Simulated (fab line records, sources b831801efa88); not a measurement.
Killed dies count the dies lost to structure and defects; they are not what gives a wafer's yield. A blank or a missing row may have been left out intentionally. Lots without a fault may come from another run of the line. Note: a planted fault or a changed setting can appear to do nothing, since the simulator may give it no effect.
Chamber matching ; flow sky130 ; cmp-02 running SKY_CONTACT_CMP_27: 4 sister chambers
The step polishes, stops on SiO2, t overpolish 15 s, target thk 0 nm. 4 wafers are shown with their chamber, then 12 later ones without.

== WAFERS, EACH WITH ITS CHAMBER ==
wafer;chamber;motorCurrentA (A)
L086.4;3;12.3
L088.3;2;12.1
L088.5;1;12.9
L088.6;0;11.4

== WAFERS MISSING THEIR CHAMBER ==
wafer;motorCurrentA (A)
L090.1;11.7
L090.2;12.1
L090.5;12.2
L091.1;11.2
L091.5;11.7
L091.6;12.7
L092.2;11.4
L092.4;10.7
L092.5;12.2
L097.4;11.4
L097.5;11.8
L097.6;12.1

== WHICH CHAMBER EACH WENT THROUGH ==
wafer;from the rows above;in truth
L090.1;can't be placed: 0 or 2 or 3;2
L090.2;can't be placed: 2 or 3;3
L090.5;can't be placed: 2 or 3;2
L091.1;0;0
L091.5;can't be placed: 0 or 2 or 3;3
L091.6;can't be placed: 1 or 3 or 2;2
L092.2;0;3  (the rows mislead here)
L092.4;0;0
L092.5;can't be placed: 2 or 3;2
L097.4;0;0
L097.5;can't be placed: 2 or 0 or 3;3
L097.6;can't be placed: 2 or 3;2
Correctly placed: 3 of 12. Cannot be placed on the basis of these rows: 8; the candidates contain the true chamber in 8. Number placed wrongly: 1.
How it was worked out, from the rows above alone: a wafer's distance from a chamber is the root of the sum, over the readings, of the square of ((its reading less the chamber's mean) divided by the reading's scatter). The wafer belongs to the nearest chamber; if the next one is less than 2 further off, it can't be placed. For every chamber, the mean is computed from those of its wafers that are shown. The scatter (one wafer shown for each chamber): square how far every hidden wafer sits from the nearest shown wafer, average those squares and take the square root.
